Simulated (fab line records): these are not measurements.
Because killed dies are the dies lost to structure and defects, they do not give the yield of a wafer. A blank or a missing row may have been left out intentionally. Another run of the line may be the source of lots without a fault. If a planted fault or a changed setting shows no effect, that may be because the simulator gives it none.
Check for tools in common    flow sky130    13 lots, 39 wafers sampled

## WHAT PROMPTED THE OPENING
At SKY_VT_ADJUST_PCH_TW_MEAS_10 the reading VT_ADJUST_PCH_TW is flagged on 1 of 13 lots. No-fault wafers: 143.3, standard deviation 1.3.
Rule: a lot gets a flag if all its wafers with a number sit over 4 standard deviations from that mean, or if no wafer of it has a number. All remaining lots are regarded as sound.

lot   measured      on            VT_ADJUST_PCH_TW, wafer by wafer  flag
L988  day 10 12:47  filmMetro-04  143.0 142.9 142.9                 
L989  day 10 15:09  filmMetro-04  143.0 143.1 142.7                 
L990  day 11 02:09  filmMetro-02  142.7 143.5 143.8                 
L993  day 11 19:02  filmMetro-03  145.1 145.1 145.4                 
L995  day 12 16:34  filmMetro-02  115.4 115.3 115.6                 FLAGGED
L101  day 14 10:23  filmMetro-04  142.7 141.9 142.4                 
L102  day 14 16:13  filmMetro-04  142.8 142.9 143.3                 
L104  day 15 13:54  filmMetro-02  143.7 142.8 143.8                 
L105  day 15 22:08  filmMetro-03  145.0 144.1 145.1                 
L107  day 16 11:50  filmMetro-02  143.5 143.0 143.2                 
L108  day 16 16:11  filmMetro-02  144.0 142.9 143.9                 
L109  day 16 19:53  filmMetro-04  141.9 141.6 140.9                 
L110  day 17 05:37  filmMetro-03  144.6 144.6 144.9                 
The numbers of the flagged lots are 115.4 on average: -27.9 against the usual, or -21 standard deviations.

## WHICH TOOL RAN EACH LOT
Before the reading, the record contains 4 process steps out of a 708-step route. Read each cell as the tool, then ch plus the chambers that the sampled wafers visited, then the start.
lot   flag     SKY_NWELL_STRIP_25                   SKY_NWELL_RTA_28                 SKY_VT_ADJUST_HVTR_STRIP_10          SKY_VT_ADJUST_PCH_STRIP_09
L988           plasmaAsher-03 ch 0,1, day 5 10:25   rtpAnneal-02 ch 0, day 5 10:38   plasmaAsher-03 ch 0,1, day 9 14:48   plasmaAsher-04 ch 0,1, day 10 12:41
L989           plasmaAsher-04 ch 0,1, day 5 12:46   rtpAnneal-01 ch 0, day 5 12:59   plasmaAsher-03 ch 0,1, day 9 17:05   plasmaAsher-04 ch 0,1, day 10 15:02
L990           plasmaAsher-01 ch 0,1, day 5 22:13   rtpAnneal-01 ch 0, day 5 22:25   plasmaAsher-01 ch 0,1, day 10 04:32  plasmaAsher-02 ch 0,1, day 11 02:04
L993           plasmaAsher-01 ch 0,1, day 6 10:29   rtpAnneal-02 ch 0, day 6 10:41   plasmaAsher-03 ch 0,1, day 10 19:15  plasmaAsher-03 ch 0,1, day 11 18:56
L995  FLAGGED  plasmaAsher-03 ch 0,1, day 7 03:17   rtpAnneal-02 ch 0, day 7 03:29   plasmaAsher-01 ch 0,1, day 11 16:31  plasmaAsher-03 ch 0,1, day 12 16:28
L101           plasmaAsher-03 ch 0,1, day 8 14:14   rtpAnneal-01 ch 0, day 8 14:27   plasmaAsher-04 ch 0,1, day 13 08:41  plasmaAsher-04 ch 0,1, day 14 10:17
L102           plasmaAsher-04 ch 0,1, day 8 19:05   rtpAnneal-02 ch 0, day 8 19:18   plasmaAsher-04 ch 0,1, day 13 13:43  plasmaAsher-02 ch 0,1, day 14 16:07
L104           plasmaAsher-04 ch 0,1, day 9 11:32   rtpAnneal-02 ch 0, day 9 11:44   plasmaAsher-03 ch 0,1, day 14 10:44  plasmaAsher-03 ch 0,1, day 15 13:49
L105           plasmaAsher-04 ch 0, day 9 17:19     rtpAnneal-01 ch 0, day 9 17:33   plasmaAsher-04 ch 0,1, day 14 19:06  plasmaAsher-04 ch 0,1, day 15 22:01
L107           plasmaAsher-03 ch 0,1, day 10 04:19  rtpAnneal-01 ch 0, day 10 04:32  plasmaAsher-01 ch 0,1, day 15 07:26  plasmaAsher-02 ch 0, day 16 11:43
L108           plasmaAsher-01 ch 0,1, day 10 09:02  rtpAnneal-01 ch 0, day 10 09:16  plasmaAsher-04 ch 0,1, day 15 13:02  plasmaAsher-03 ch 0,1, day 16 16:04
L109           plasmaAsher-03 ch 0,1, day 10 11:41  rtpAnneal-02 ch 0, day 10 11:53  plasmaAsher-01 ch 0,1, day 15 16:08  plasmaAsher-04 ch 0,1, day 16 19:47
L110           plasmaAsher-03 ch 0,1, day 10 18:46  rtpAnneal-01 ch 0, day 10 18:58  plasmaAsher-01 ch 0,1, day 16 00:31  plasmaAsher-04 ch 1, day 17 05:31
What is done by these steps:
- SKY_NWELL_STRIP_25: strips in O2/N2.
- SKY_NWELL_RTA_28: time 30 s.
- SKY_VT_ADJUST_HVTR_STRIP_10: strips in O2/N2.
- SKY_VT_ADJUST_PCH_STRIP_09: strips in O2/N2.
- SKY_VT_ADJUST_PCH_TW_MEAS_10

## FLAGGED AGAINST TOTAL, ONE TOOL AT A TIME (gauges that did the reading follow at the end)
step                          tool            lots run  flagged  share of the flagged lots  sound lots run after its first flagged lot
SKY_NWELL_STRIP_25            plasmaAsher-01  3         0        none                       -
SKY_NWELL_STRIP_25            plasmaAsher-03  6         1        all                        4 (L101,L107,L109,L110)
SKY_NWELL_STRIP_25            plasmaAsher-04  4         0        none                       -
SKY_NWELL_RTA_28              rtpAnneal-01    7         0        none                       -
SKY_NWELL_RTA_28              rtpAnneal-02    6         1        all                        3 (L102,L104,L109)
SKY_VT_ADJUST_HVTR_STRIP_10   plasmaAsher-01  5         1        all                        3 (L107,L109,L110)
SKY_VT_ADJUST_HVTR_STRIP_10   plasmaAsher-03  4         0        none                       -
SKY_VT_ADJUST_HVTR_STRIP_10   plasmaAsher-04  4         0        none                       -
SKY_VT_ADJUST_PCH_STRIP_09    plasmaAsher-02  3         0        none                       -
SKY_VT_ADJUST_PCH_STRIP_09    plasmaAsher-03  4         1        all                        2 (L104,L108)
SKY_VT_ADJUST_PCH_STRIP_09    plasmaAsher-04  6         0        none                       -
SKY_VT_ADJUST_PCH_TW_MEAS_10  filmMetro-02    5         1        all                        3 (L104,L107,L108)
SKY_VT_ADJUST_PCH_TW_MEAS_10  filmMetro-03    3         0        none                       -
SKY_VT_ADJUST_PCH_TW_MEAS_10  filmMetro-04    5         0        none                       -

## WHAT IS ALLOWED BY THE TABLE
5 rows of the table ran every flagged lot: plasmaAsher-03 at SKY_NWELL_STRIP_25, rtpAnneal-02 at SKY_NWELL_RTA_28, plasmaAsher-01 at SKY_VT_ADJUST_HVTR_STRIP_10, plasmaAsher-03 at SKY_VT_ADJUST_PCH_STRIP_09, filmMetro-02 at SKY_VT_ADJUST_PCH_TW_MEAS_10.
- plasmaAsher-03 at SKY_NWELL_STRIP_25: 1 of its 6 lots flagged. Sound lots followed the first flagged one (L101, L107, L109, L110) on it, something a lasting fault affecting the whole tool could not allow.
- rtpAnneal-02 at SKY_NWELL_RTA_28: 1 of its 6 lots flagged. Sound lots followed the first flagged one (L102, L104, L109) on it, something a lasting fault affecting the whole tool could not allow.
- plasmaAsher-01 at SKY_VT_ADJUST_HVTR_STRIP_10: 1 of its 5 lots flagged. Sound lots followed the first flagged one (L107, L109, L110) on it, something a lasting fault affecting the whole tool could not allow. Its own readings (oesProductAu) fall more than 4 standard deviations out on all wafers of the flagged lots.
- plasmaAsher-03 at SKY_VT_ADJUST_PCH_STRIP_09: 1 of its 4 lots flagged. Sound lots followed the first flagged one (L104, L108) on it, something a lasting fault affecting the whole tool could not allow. Its own readings (stripTimeToEndpointS) fall more than 4 standard deviations out on all wafers of the flagged lots.
- filmMetro-02 at SKY_VT_ADJUST_PCH_TW_MEAS_10: 1 of its 5 lots flagged. Sound lots followed the first flagged one (L104, L107, L108) on it, something a lasting fault affecting the whole tool could not allow.
No row of the table ran every flagged lot and no sound lot after the first.

## WHAT WAS PUT IN BY THE SIMULATOR
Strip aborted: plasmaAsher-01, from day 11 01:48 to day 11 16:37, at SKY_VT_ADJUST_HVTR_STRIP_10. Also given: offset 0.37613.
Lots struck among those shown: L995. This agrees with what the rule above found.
